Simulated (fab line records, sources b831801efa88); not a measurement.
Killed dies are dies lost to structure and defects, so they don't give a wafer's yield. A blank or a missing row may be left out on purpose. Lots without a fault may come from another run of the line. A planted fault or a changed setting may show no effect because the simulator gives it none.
Tool commonality check | flow sky130 | 10 lots, 30 wafers sampled

WHY IT WAS OPENED
At SKY_RES_XHIGH_TW_MEAS_09 the reading RES_XHIGH_TW is flagged on 2 of 10 lots. Wafers without a fault read 1640, standard deviation 8.6.
Rule: a lot is flagged when every wafer of it that has a number lies more than 4 standard deviations from that mean, or none has a number. The other lots count as sound.

lot  | measured     | on            | RES_XHIGH_TW, wafer by wafer | flag
L275 | day 26 23:20 | film_metro-02 | 1645 1640 1643               |
L278 | day 27 17:47 | film_metro-01 | 1651 1653 1648               |
L282 | day 29 02:40 | film_metro-02 | 1637 1635 1645               |
L281 | day 29 06:07 | film_metro-01 | 1639 1650 1638               |
L288 | day 31 10:32 | film_metro-01 | 1537 1541 1535               | FLAGGED
L289 | day 31 13:40 | film_metro-02 | 1532 1537 1529               | FLAGGED
L292 | day 32 07:26 | film_metro-02 | 1633 1632 1645               |
L293 | day 32 12:17 | film_metro-03 | 1636 1629 1635               |
L294 | day 33 14:08 | film_metro-01 | 1651 1651 1666               |
L296 | day 33 17:25 | film_metro-03 | 1631 1625 1633               |
The numbers of the flagged lots are 1535 on average: -105 against the usual, or -12 standard deviations.

WHICH TOOL RAN EACH LOT
The record holds 5 process steps before the reading, out of a route of 708 steps. In each cell: the tool, then ch and the chambers that the sampled wafers went through, then the start.
lot  | flag    | SKY_LDD_HVP_STRIP_09                 | SKY_POLY_CUT_ETCH_10               | SKY_POLY_CUT_STRIP_12                | SKY_RES_XHIGH_IMPLANT_07        | SKY_RES_XHIGH_STRIP_08
L275 |         | plasma_asher-02 ch 0,1, day 21 21:25 | rie_diel-01 ch 0,2, day 24 12:22   | plasma_asher-02 ch 0,1, day 24 12:26 | implanter-01 ch 0, day 26 23:05 | plasma_asher-03 ch 0,1, day 26 23:14
L278 |         | plasma_asher-01 ch 0,1, day 22 17:10 | rie_diel-04 ch 0,1,3, day 25 07:05 | plasma_asher-02 ch 0,1, day 25 07:10 | implanter-01 ch 0, day 27 17:32 | plasma_asher-01 ch 0,1, day 27 17:41
L282 |         | plasma_asher-01 ch 0,1, day 24 04:10 | rie_diel-01 ch 0,1, day 26 18:13   | plasma_asher-01 ch 0,1, day 26 18:19 | implanter-03 ch 0, day 29 02:27 | plasma_asher-01 ch 0,1, day 29 02:35
L281 |         | plasma_asher-01 ch 0,1, day 24 05:55 | rie_diel-03 ch 0,3, day 26 21:13   | plasma_asher-01 ch 0,1, day 26 21:18 | implanter-01 ch 0, day 29 05:52 | plasma_asher-03 ch 0,1, day 29 06:01
L288 | FLAGGED | plasma_asher-02 ch 0,1, day 26 14:07 | rie_diel-04 ch 0,1,3, day 29 02:55 | plasma_asher-04 ch 0,1, day 29 02:59 | implanter-01 ch 0, day 31 10:17 | plasma_asher-02 ch 0,1, day 31 10:26
L289 | FLAGGED | plasma_asher-01 ch 0, day 26 15:50   | rie_diel-01 ch 0,3, day 29 04:49   | plasma_asher-01 ch 0,1, day 29 04:53 | implanter-01 ch 0, day 31 13:26 | plasma_asher-02 ch 0,1, day 31 13:33
L292 |         | plasma_asher-01 ch 0,1, day 27 13:58 | rie_diel-01 ch 0,1,3, day 30 00:11 | plasma_asher-01 ch 0,1, day 30 00:16 | implanter-02 ch 0, day 32 07:11 | plasma_asher-01 ch 0,1, day 32 07:20
L293 |         | plasma_asher-01 ch 0,1, day 27 18:43 | rie_diel-04 ch 0,1, day 30 04:58   | plasma_asher-02 ch 0,1, day 30 05:05 | implanter-03 ch 0, day 32 12:04 | plasma_asher-02 ch 0,1, day 32 12:12
L294 |         | plasma_asher-02 ch 0,1, day 28 20:50 | rie_diel-03 ch 1,2,3, day 31 07:11 | plasma_asher-02 ch 0,1, day 31 07:16 | implanter-03 ch 0, day 33 13:53 | plasma_asher-03 ch 0,1, day 33 14:02
L296 |         | plasma_asher-02 ch 0,1, day 28 22:20 | rie_diel-04 ch 1,2,3, day 31 10:10 | plasma_asher-01 ch 0,1, day 31 10:16 | implanter-02 ch 0, day 33 17:12 | plasma_asher-03 ch 0,1, day 33 17:20
What these steps do:
- SKY_LDD_HVP_STRIP_09: strips in O2/N2.
- SKY_POLY_CUT_ETCH_10: etches BARC in N2/H2, stops on SiO2, time 45.9 s, target depth 60 nm.
- SKY_POLY_CUT_STRIP_12: strips in O2/N2.
- SKY_RES_XHIGH_IMPLANT_07
- SKY_RES_XHIGH_STRIP_08: strips in O2/N2.
- SKY_RES_XHIGH_TW_MEAS_09

FLAGGED OVER TOTAL, TOOL BY TOOL (the gauges that took the reading come last)
step                     | tool            | lots run | flagged | share of the flagged lots | sound lots run after its first flagged lot
SKY_LDD_HVP_STRIP_09     | plasma_asher-01 | 6        | 1       | some                      | 2 (L292,L293)
SKY_LDD_HVP_STRIP_09     | plasma_asher-02 | 4        | 1       | some                      | 2 (L294,L296)
SKY_POLY_CUT_ETCH_10     | rie_diel-01     | 4        | 1       | some                      | 1 (L292)
SKY_POLY_CUT_ETCH_10     | rie_diel-03     | 2        | 0       | none                      | -
SKY_POLY_CUT_ETCH_10     | rie_diel-04     | 4        | 1       | some                      | 2 (L293,L296)
SKY_POLY_CUT_STRIP_12    | plasma_asher-01 | 5        | 1       | some                      | 2 (L292,L296)
SKY_POLY_CUT_STRIP_12    | plasma_asher-02 | 4        | 0       | none                      | -
SKY_POLY_CUT_STRIP_12    | plasma_asher-04 | 1        | 1       | some                      | 0
SKY_RES_XHIGH_IMPLANT_07 | implanter-01    | 5        | 2       | all                       | 0
SKY_RES_XHIGH_IMPLANT_07 | implanter-02    | 2        | 0       | none                      | -
SKY_RES_XHIGH_IMPLANT_07 | implanter-03    | 3        | 0       | none                      | -
SKY_RES_XHIGH_STRIP_08   | plasma_asher-01 | 3        | 0       | none                      | -
SKY_RES_XHIGH_STRIP_08   | plasma_asher-02 | 3        | 2       | all                       | 1 (L293)
SKY_RES_XHIGH_STRIP_08   | plasma_asher-03 | 4        | 0       | none                      | -
SKY_RES_XHIGH_TW_MEAS_09 | film_metro-01   | 4        | 1       | some                      | 1 (L294)
SKY_RES_XHIGH_TW_MEAS_09 | film_metro-02   | 4        | 1       | some                      | 1 (L292)
SKY_RES_XHIGH_TW_MEAS_09 | film_metro-03   | 2        | 0       | none                      | -

WHAT THE TABLE ALLOWS
2 rows of the table ran every flagged lot: implanter-01 at SKY_RES_XHIGH_IMPLANT_07, plasma_asher-02 at SKY_RES_XHIGH_STRIP_08.
- implanter-01 at SKY_RES_XHIGH_IMPLANT_07: 2 of its 5 lots flagged. Its last sound lot is L281 (day 29 05:52), its first flagged lot L288 (day 31 10:17): a fault that began between those two fits. Its own readings lie more than 4 standard deviations out on every wafer of the flagged lots: beam_on_s, faraday_current_uA.
- plasma_asher-02 at SKY_RES_XHIGH_STRIP_08: 2 of its 3 lots flagged. Sound lots ran on it after the first flagged one (L293), which a lasting fault on the whole tool wouldn't allow.
One tool is left: implanter-01 at SKY_RES_XHIGH_IMPLANT_07.

WHAT THE SIMULATOR HAD PUT IN
Process parameter drift: implanter-01, from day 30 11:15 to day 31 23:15, at SKY_RES_XHIGH_IMPLANT_07. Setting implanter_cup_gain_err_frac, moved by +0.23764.
Lots struck among those shown: L288, L289. The rule above found the same.
